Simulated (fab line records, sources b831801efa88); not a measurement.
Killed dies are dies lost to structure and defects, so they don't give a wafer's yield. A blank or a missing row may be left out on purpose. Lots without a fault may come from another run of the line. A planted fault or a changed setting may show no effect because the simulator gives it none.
fab line records | flow sky130
record lots=6 wafers=18 last_day=50
route steps=708 shown LDD_P@263 LDD_HVN@267 PAD_OPEN@708
lots that met no fault: from a run of the same line without faults
start_h: hours from the record's first day to the start of the lot's first wafer shown | wait_h: hours since the lot's step before | " the same as in the row above | L1.1+2: a row that stands for several wafers | - no value, or no start given | * or withheld: withheld | < > ~ a bound
route shown NAME@n: a module of which the file shows steps, and the number in the route of the first | usual: mean/standard deviation of fault-free wafers | same: alike in all rows | chamber/n: place in a boat | sites: the reading at each site | _std_site: their standard deviation | _edge_site: outer sites' mean less inner sites' | radius_mm: how far each site lies from the wafer's centre | mask NAME#n: copy n | behind: the tool/chamber that last shaped the wafer | hold: why the lot was held/for how many hours/how that ended | device: the transistor (n, p or np) that didn't switch | end of line: the same wafers' tests at the end of the route | a step without rows: its recipe alone | killed: dies lost to structure and defects at the first sort, not the wafer's yield | map: a wafer's dies, x killed, . not, _ none there
set.NAME: the setting as run; set.NAME@STEP: as run at that earlier step | model.NAME: the simulator's own value behind a step, which no gauge read
lots at some steps of the route; a table a step, a row a wafer
services: from which hour (start_h, from the record's first day; less than 0 if before it) a tool's chamber was out of use, for how many hours, and why
## steps
# step SKY_LDD_P_OVL_MEAS_08
# usual LDD_P_OVL=1.1/1.2
# columns lot.wafer tool chamber start_h wait_h LDD_P_OVL[nm]
L584.2 overlay-02 - 506.91 0.1 1.2
L584.4 " - " " -0.3
L584.6 " - " " 0.0
L588.3 overlay-01 - 540.67 0.1 2.0
L588.4 " - " " -0.6
L588.5 " - " " 0.6
L589.3 overlay-02 - 557.17 0.1 -0.3
L589.5 " - " " 1.3
L589.6 " - " " 1.2
L593.1 overlay-01 - 603.41 0.1 0.5
L593.3 " - " " 0.1
L593.6 " - " " 1.6
L595.1 overlay-01 - 603.71 0.1 1.7
L595.4 " - " " 1.0
L595.6 " - " " -0.3
L599.3 overlay-02 - 625.72 0.1 -0.3
L599.5 " - " " -0.9
L599.6 " - " " 0.5
# step SKY_LDD_P_IMPLANT_09
# recipe species=BF2 energy_kev=25 dose_cm2=1e+13 tilt_deg=withheld
# step SKY_LDD_P_STRIP_10
# recipe chemistry=O2/N2 power_w=1400 pressure_mtorr=1500 platen_temp_c=withheld o2_flow_sccm=3000 n2_flow_sccm=300 overash_fraction=0.5
# usual drypump_motor_current_A=5.7/0.53 oes_product_au=0.715/0.0042 strip_time_to_endpoint_s=14.18/0.039
# columns lot.wafer tool chamber start_h wait_h drypump_motor_current_A oes_product_au rf_hours_counter_h strip_time_to_endpoint_s
L584.2 plasma_asher-02 1 507.09 0.1 5.5 0.718 70 14.16
L584.4 " 1 " " 5.5 0.712 - 14.14
L584.6 " 1 " " 5.5 0.718 - 14.18
L588.3 plasma_asher-03 1 540.88 0.1 5.0 0.720 - 14.24
L588.4 " 0 " " 6.5 0.714 - 14.24
L588.5 " 0 " " 6.5 0.709 - 14.21
L589.3 plasma_asher-03 0 557.37 0.1 6.5 0.720 - 14.17
L589.5 " 1 " " 5.0 0.720 - 14.18
L589.6 " 0 " " 6.5 0.721 - 14.14
L593.1 plasma_asher-01 0 603.59 0.1 5.8 0.721 50 14.18
L593.3 " 1 " " 5.5 0.716 - 14.18
L593.6 " 1 " " 5.5 0.715 - 14.18
L595.1 plasma_asher-03 1 603.89 0.1 5.0 0.715 17 14.19
L595.4 " 0 " " 6.5 0.704 - 14.20
L595.6 " 0 " " 6.5 0.712 - 14.22
L599.3 plasma_asher-03 0 625.92 0.1 6.5 0.716 - 14.19
L599.5 " 0 " " 6.5 0.709 - 14.15
L599.6 " 1 " " 5.0 0.718 - 14.18
# step SKY_LDD_P_TW_MEAS_11
# usual LDD_P_TW=631/7.2
# columns lot.wafer tool chamber start_h wait_h LDD_P_TW
L584.2 film_metro-02 - 507.20 0.1 634
L584.4 " - " " 635
L584.6 " - " " 633
L588.3 film_metro-04 - 540.96 0.1 627
L588.4 " - " " 626
L588.5 " - " " 626
L589.3 film_metro-03 - 557.46 0.1 639
L589.5 " - " " 642
L589.6 " - " " 636
L593.1 film_metro-02 - 603.69 0.1 636
L593.3 " - " " 635
L593.6 " - " " 637
L595.1 film_metro-04 - 603.99 0.1 620
L595.4 " - " " 619
L595.6 " - " " 619
L599.3 film_metro-04 - 626.01 0.1 620
L599.5 " - " " 620
L599.6 " - " " 617
# step SKY_LDD_HVN_DEHYDRATE_00
# recipe temp_c=200 time_s=60
# step SKY_LDD_HVN_HMDS_01
# recipe prime_time_s=60 prime_temp_c=120
# step SKY_LDD_HVN_COAT_02
# recipe resist=NOVOLAK spin_rpm=3000 resist_thk_nm=300
# step SKY_LDD_HVN_SOFTBAKE_03
# recipe temp_c=90 time_s=60 resist=NOVOLAK
# step SKY_LDD_HVN_EXPOSE_04
# recipe mask_id=HVNTM na=0.6 source_shape=conventional sigma_outer=0.6 polarization=unpolarized target_cd_nm=700 dose_mj=127
# step SKY_LDD_HVN_PEB_05
# recipe temp_c=withheld time_s=* resist=NOVOLAK
# step SKY_LDD_HVN_DEVELOP_06
# recipe resist=NOVOLAK developer=TMAH develop_time_s=60 dev_temp_c=23
# step SKY_LDD_HVN_OVL_MEAS_07
# usual LDD_HVN_OVL=-0.1/1.5
# columns lot.wafer tool chamber start_h wait_h LDD_HVN_OVL[nm]
L584.2 overlay-01 - 536.54 0.1 -1.8
L584.4 " - " " -1.9
L584.6 " - " " -1.2
L588.3 overlay-02 - 570.40 0.1 -1.9
L588.4 " - " " 1.0
L588.5 " - " " -2.3
L589.3 overlay-02 - 586.80 0.1 -0.2
L589.5 " - " " -0.2
L589.6 " - " " 1.1
L593.1 overlay-01 - 632.99 0.1 1.8
L593.3 " - " " 1.4
L593.6 " - " " 1.6
L595.1 overlay-02 - 633.29 0.1 0.4
L595.4 " - " " -0.5
L595.6 " - " " 1.3
L599.3 overlay-02 - 655.05 0.1 -1.0
L599.5 " - " " -1.0
L599.6 " - " " -1.2
# step SKY_LDD_HVN_IMPLANT_08
# recipe species=P energy_kev=60 dose_cm2=3e+13 tilt_deg=40
# usual dose_ions_cm2=3e+13/2.8e+10 faraday_current_uA=170/3.3
# columns lot.wafer tool chamber start_h wait_h dose_ions_cm2 faraday_current_uA
L584.2 implanter-01 0 536.60 0.0 3.0009e+13 165
L584.4 " 0 " " 2.9961e+13 168
L584.6 " 0 " " 2.998e+13 167
L588.3 implanter-02 0 570.47 0.1 3.0005e+13 171
L588.4 " 0 " " 3.0011e+13 170
L588.5 " 0 " " 3.0018e+13 171
L589.3 implanter-01 0 586.87 0.1 1.8808e+13 107
L589.5 " 0 " " 1.882e+13 106
L589.6 " 0 " " 1.8767e+13 107
L593.1 implanter-02 0 633.02 0.0 3.0013e+13 169
L593.3 " 0 " " 3.0005e+13 173
L593.6 " 0 " " 3.0044e+13 170
L595.1 implanter-01 0 633.32 0.0 1.8826e+13 105
L595.4 " 0 " " 1.8862e+13 107
L595.6 " 0 " " 1.8819e+13 108
L599.3 implanter-02 0 655.12 0.1 3.0028e+13 163
L599.5 " 0 " " 2.9974e+13 167
L599.6 " 0 " " 2.997e+13 167
# step SKY_LDD_HVN_STRIP_09
# recipe chemistry=O2/N2 power_w=1400 pressure_mtorr=1500 platen_temp_c=withheld o2_flow_sccm=3000 n2_flow_sccm=300 overash_fraction=0.5
# usual drypump_motor_current_A=5.60/0.18 oes_product_au=0.408/0.0048 strip_time_to_endpoint_s=4.133/0.017
# columns lot.wafer tool chamber start_h wait_h drypump_motor_current_A oes_product_au rf_hours_counter_h strip_time_to_endpoint_s
L584.2 plasma_asher-02 1 536.72 0.1 5.41 0.407 72 4.154
L584.4 " 0 " " 5.71 0.408 - 4.131
L584.6 " 1 " " 5.43 0.405 - 4.141
L588.3 plasma_asher-01 0 570.61 0.1 5.82 0.405 - 4.135
L588.4 " 1 " " 5.53 0.414 - 4.130
L588.5 " 1 " " 5.52 0.409 - 4.130
L589.3 plasma_asher-02 1 587.01 0.1 5.41 0.411 - 4.155
L589.5 " 1 " " 5.43 0.410 - 4.156
L589.6 " 0 " " 5.68 0.406 - 4.145
L593.1 plasma_asher-02 0 633.17 0.1 5.70 0.408 82 4.104
L593.3 " 0 " " 5.73 0.408 - 4.127
L593.6 " 0 " " 5.67 0.415 - 4.121
L595.1 plasma_asher-04 1 633.47 0.1 5.73 0.414 95 4.117
L595.4 " 0 " " 5.12 0.410 - 4.133
L595.6 " 1 " " 5.72 0.402 - 4.128
L599.3 plasma_asher-02 1 655.26 0.1 5.40 0.408 - 4.144
L599.5 " 1 " " 5.50 0.405 - 4.134
L599.6 " 0 " " 5.73 0.414 - 4.154
# step SKY_LDD_HVN_TW_MEAS_10
# usual LDD_HVN_TW=1430/22
# columns lot.wafer tool chamber start_h wait_h hold LDD_HVN_TW
L584.2 film_metro-02 - 536.83 0.1 - 1422
L584.4 " - " " - 1419
L584.6 " - " " - 1434
L588.3 film_metro-02 - 570.69 0.1 - 1433
L588.4 " - " " - 1435
L588.5 " - " " - 1435
L589.3 film_metro-04 - 587.09 0.1 await_dispo/0.2h/release 1220
L589.5 " - " " await_dispo/0.2h/release 1214
L589.6 " - " " await_dispo/0.2h/release 1211
L589.3 film_metro-04 - 587.32 0.2 - 1214
L589.5 " - " " - 1214
L589.6 " - " " - 1211
L593.1 film_metro-02 - 633.27 0.1 - 1422
L593.3 " - " " - 1439
L593.6 " - " " - 1430
L595.1 film_metro-02 - 633.57 0.1 await_dispo/0.2h/release 1234
L595.4 " - " " await_dispo/0.2h/release 1233
L595.6 " - " " await_dispo/0.2h/release 1228
L595.1 film_metro-02 - 633.80 0.2 - 1229
L595.4 " - " " - 1230
L595.6 " - " " - 1238
L599.3 film_metro-01 - 655.34 0.1 - 1476
L599.5 " - " " - 1474
L599.6 " - " " - 1470
# step SKY_PAD_OPEN_PROBE_99
# usual killed_at_M0_to_M3=44/6.9 killed_at_M4_up=3.3/1.8 killed_at_contacts=24/5 killed_at_front_end=16/4.6 killed_at_other=0.2/0.42 killed_dies=88/9.2 killed_on_rim=17/3.5 killed_open=48/7.3 killed_short=40/6.5
# same gross_dies=492 killed_at_back_side=0
# columns lot.wafer tool chamber start_h wait_h killed_at_M0_to_M3 killed_at_M4_up killed_at_contacts killed_at_front_end killed_at_other killed_dies killed_on_rim killed_open killed_short model.etest.tip_n_5v.rs_ohm_sq model.etest.nfet_g5v0d10v5.r_on_ohm_um model.etest.tip_n_5v.rs_ohm_sq_range model.etest.nfet_g5v0d10v5.drive_ua_um model.etest.nfet_05v0_nvt.drive_ua_um model.etest.ring_5v.delay_ps model.etest.nfet_g5v0d10v5.vt_sat_v
L584.2 prober-01 - 1128.77 0.1 39 3 24 11 0 77 16 46 30 1368 1880 27.12 618.8 587 45.01 0.749
L584.4 prober-01 - 1128.87 0.2 45 2 24 20 0 91 18 50 39 1374 1866 24.91 609.6 576.5 44.81 0.7725
L584.6 prober-01 - 1128.97 0.2 37 1 19 15 0 72 19 37 35 1375 1882 22.67 610.2 574.3 44.99 0.7625
L588.3 prober-01 - 1147.92 0.2 46 5 20 15 0 86 20 43 43 1389 1879 41.07 613.3 583.1 45.13 0.7525
L588.4 prober-01 - 1147.97 0.2 50 3 34 13 0 100 22 58 42 1388 1868 31.82 615.5 585.3 44.67 0.7622
L588.5 prober-01 - 1148.02 0.2 41 3 30 13 0 87 16 45 42 1391 1876 29.24 621.4 589 44.75 0.7615
L589.3 prober-02 - 1157.37 0.2 50 4 26 9 0 89 19 54 35 1964 1956 50.99 584.7 564.4 45.05 0.7791
L589.5 prober-02 - 1157.47 0.2 43 4 23 14 0 84 18 45 39 1988 1985 75.72 575.8 558.6 45.78 0.7984
L589.6 prober-02 - 1157.52 0.2 44 3 32 21 0 100 21 56 44 1982 1944 77.68 595.9 568.7 44.45 0.7907
L593.1 prober-01 - 1185.98 0.1 44 2 25 11 0 82 19 47 35 1384 1877 30.56 614.3 581.3 44.49 0.7688
L593.3 prober-01 - 1186.08 0.2 38 2 20 12 1 73 16 42 30 1376 1888 42.52 606 576.4 45.61 0.7722
L593.6 prober-01 - 1186.23 0.2 51 2 23 16 0 92 16 42 50 1386 1870 19.69 618 589.1 45.07 0.7562
L595.1 prober-02 - 1187.48 0.1 31 2 19 11 0 63 11 35 28 2009 1994 64.58 571.3 559.1 45.66 0.7972
L595.4 prober-02 - 1187.63 0.2 57 4 29 8 0 98 22 64 34 2000 1993 68.75 579 560.2 45.58 0.7967
L595.6 prober-02 - 1187.73 0.2 46 4 28 7 0 85 19 42 43 1994 1975 88.29 579.5 564.5 45.55 0.8032
L599.3 prober-02 - 1198.24 0.2 44 0 25 10 0 79 13 50 29 1378 1930 27.85 589 559.3 45.41 0.7619
L599.5 prober-02 - 1198.34 0.2 37 2 29 12 0 80 16 45 35 1377 1912 31.41 601.2 575.2 44.9 0.7628
L599.6 prober-02 - 1198.39 0.2 56 4 24 10 1 95 18 49 46 1377 1909 20.39 603 574.8 45.05 0.7629
# killed by level:class
L584.2 VIA1:geometric_particle:open=10 CONTACT:geometric_particle:open=9 VIA2:geometric_particle:open=6 LI_CONTACT:geometric_particle:open=5 CONTACT:geometric_particle:short=5 FIELD_ISO:geometric_particle:short=4 METAL2:geometric_particle:short=4 VIA3:geometric_particle:open=4
L584.4 CONTACT:geometric_particle:open=12 METAL1:geometric_particle:short=8 METAL2:geometric_particle:short=8 VIA2:geometric_particle:open=6 LI_CONTACT:geometric_particle:open=6 VIA3:geometric_particle:open=6 FIELD_ISO:geometric_particle:open=5 POLY_GATE:geometric_particle:open=5
L584.6 VIA1:geometric_particle:open=10 FIELD_ISO:geometric_particle:short=7 CONTACT:geometric_particle:open=7 LI_CONTACT:geometric_particle:open=5 LOCAL_INTERCONNECT:geometric_particle:short=5 METAL1:geometric_particle:short=5 VIA2:geometric_particle:open=5 VIA3:geometric_particle:open=4
L588.3 CONTACT:geometric_particle:open=11 METAL1:geometric_particle:short=8 VIA1:geometric_particle:open=8 VIA3:geometric_particle:open=7 FIELD_ISO:geometric_particle:short=6 METAL2:geometric_particle:short=6 VIA1:geometric_particle:short=5 FIELD_ISO:geometric_particle:open=3
L588.4 CONTACT:geometric_particle:open=14 VIA1:geometric_particle:open=13 VIA2:geometric_particle:open=8 LI_CONTACT:geometric_particle:open=7 VIA1:geometric_particle:short=6 VIA3:geometric_particle:open=6 CONTACT:geometric_particle:short=5 VIA3:geometric_particle:short=5
L588.5 CONTACT:geometric_particle:open=13 VIA1:geometric_particle:open=11 METAL2:geometric_particle:short=9 POLY_GATE:geometric_particle:short=6 VIA3:geometric_particle:open=6 LI_CONTACT:geometric_particle:open=5 LOCAL_INTERCONNECT:geometric_particle:short=5 CONTACT:geometric_particle:short=5
L589.3 CONTACT:geometric_particle:open=12 VIA1:geometric_particle:open=11 VIA3:geometric_particle:open=9 VIA2:geometric_particle:open=6 CONTACT:geometric_particle:short=6 METAL3:geometric_particle:short=5 FIELD_ISO:geometric_particle:short=4 METAL1:geometric_particle:short=4
L589.5 VIA3:geometric_particle:open=9 LI_CONTACT:geometric_particle:open=8 CONTACT:geometric_particle:open=7 CONTACT:geometric_particle:short=6 METAL3:geometric_particle:short=6 VIA1:geometric_particle:open=6 POLY_GATE:geometric_particle:short=5 VIA1:geometric_particle:short=5
L589.6 CONTACT:geometric_particle:open=12 LI_CONTACT:geometric_particle:open=11 VIA1:geometric_particle:open=10 METAL2:geometric_particle:short=8 VIA2:geometric_particle:open=7 FIELD_ISO:geometric_particle:short=6 POLY_GATE:geometric_particle:short=6 VIA3:geometric_particle:open=6
L593.1 VIA1:geometric_particle:open=12 VIA3:geometric_particle:open=8 METAL2:geometric_particle:short=7 CONTACT:geometric_particle:open=7 LI_CONTACT:geometric_particle:short=5 LI_CONTACT:geometric_particle:open=5 VIA2:geometric_particle:open=5 LOCAL_INTERCONNECT:geometric_particle:short=4
L593.3 VIA2:geometric_particle:open=9 CONTACT:geometric_particle:open=7 METAL1:geometric_particle:short=7 VIA1:geometric_particle:open=7 LI_CONTACT:geometric_particle:open=4 LOCAL_INTERCONNECT:geometric_particle:short=4 VIA3:geometric_particle:open=4 FIELD_ISO:geometric_particle:open=3
L593.6 METAL2:geometric_particle:short=10 VIA1:geometric_particle:open=9 LOCAL_INTERCONNECT:geometric_particle:short=7 METAL1:geometric_particle:short=6 LI_CONTACT:geometric_particle:open=5 VIA2:geometric_particle:open=5 CONTACT:geometric_particle:open=4 VIA1:geometric_particle:short=4
L595.1 VIA1:geometric_particle:open=9 VIA2:geometric_particle:open=9 LOCAL_INTERCONNECT:geometric_particle:short=5 LI_CONTACT:geometric_particle:open=4 METAL3:geometric_particle:short=4 FIELD_ISO:geometric_particle:open=3 LI_CONTACT:geometric_particle:short=3 CONTACT:geometric_particle:open=3
L595.4 VIA1:geometric_particle:open=16 LI_CONTACT:geometric_particle:open=12 CONTACT:geometric_particle:open=9 VIA2:geometric_particle:open=9 METAL1:geometric_particle:short=8 VIA3:geometric_particle:open=7 METAL4:geometric_particle:short=4 POLY_GATE:geometric_particle:open=3
L595.6 METAL1:geometric_particle:short=11 LI_CONTACT:geometric_particle:open=8 VIA1:geometric_particle:open=8 METAL2:geometric_particle:short=7 VIA2:geometric_particle:open=7 CONTACT:geometric_particle:short=6 CONTACT:geometric_particle:open=6 VIA3:geometric_particle:open=4
L599.3 CONTACT:geometric_particle:open=14 VIA1:geometric_particle:open=13 METAL2:geometric_particle:short=8 VIA3:geometric_particle:open=6 METAL1:geometric_particle:short=5 VIA2:geometric_particle:open=5 CONTACT:geometric_particle:short=4 LOCAL_INTERCONNECT:geometric_particle:short=3
L599.5 CONTACT:geometric_particle:open=14 VIA1:geometric_particle:open=9 LOCAL_INTERCONNECT:geometric_particle:short=7 FIELD_ISO:geometric_particle:short=5 VIA2:geometric_particle:open=5 VIA1:geometric_particle:short=5 CONTACT:geometric_particle:short=4 METAL2:geometric_particle:open=4
L599.6 VIA1:geometric_particle:open=11 CONTACT:geometric_particle:open=10 METAL2:geometric_particle:short=10 METAL1:geometric_particle:short=8 VIA3:geometric_particle:short=7 VIA3:geometric_particle:open=7 POLY_GATE:geometric_particle:open=5 LI_CONTACT:geometric_particle:open=4
## services
# columns tool chamber start_h hours kind
plasma_asher-03 - 491.41 2.8 pm
implanter-02 - 492.61 4.0 repair
implanter-02 - 492.80 5.7 repair
plasma_asher-02 - 513.27 4.5 repair
implanter-01 - 540.83 0.6 repair
plasma_asher-04 - 577.74 1.3 repair
implanter-01 - 590.88 1.1 repair
plasma_asher-04 - 606.64 2.8 pm
plasma_asher-01 - 614.40 28.1 pm
implanter-02 - 633.96 6.1 repair
## key
first_sign step=SKY_LDD_HVN_IMPLANT_08 reading=dose_ions_cm2 direction=down sigmas=99+ usual=* struck=*
effect step=SKY_LDD_HVN_IMPLANT_08 reading=faraday_current_uA direction=down sigmas=19 usual=170 struck=107
effect step=SKY_LDD_HVN_TW_MEAS_10 reading=visit direction=added
effect step=SKY_LDD_HVN_TW_MEAS_10 reading=LDD_HVN_TW direction=down sigmas=9.4 usual=1430 struck=1223
model_effect step=SKY_PAD_OPEN_PROBE_99 value=etest.tip_n_5v.rs_ohm_sq without=1385 struck=1989
met_at SKY_LDD_HVN_IMPLANT_08
struck_wafers L589.3,L589.5,L589.6,L595.1,L595.4,L595.6
tester_left_out L589,L595
onset_between 536.60 586.87
fault kind=process_parameter_drift tool=implanter-01 chamber=- onset_h=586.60 steps=SKY_LDD_HVN_IMPLANT_08 channel=dose_cm2 offset=* shape=step end_h=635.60 acts_in=* stated=*
# tester_left_out: of these lots the tester's yield and bins aren't shown, on N5 and GAA mostly nor the transistor test; their killed dies are dies lost to structure and defects alone, not to doping, threshold or leakage, so they don't give the yield
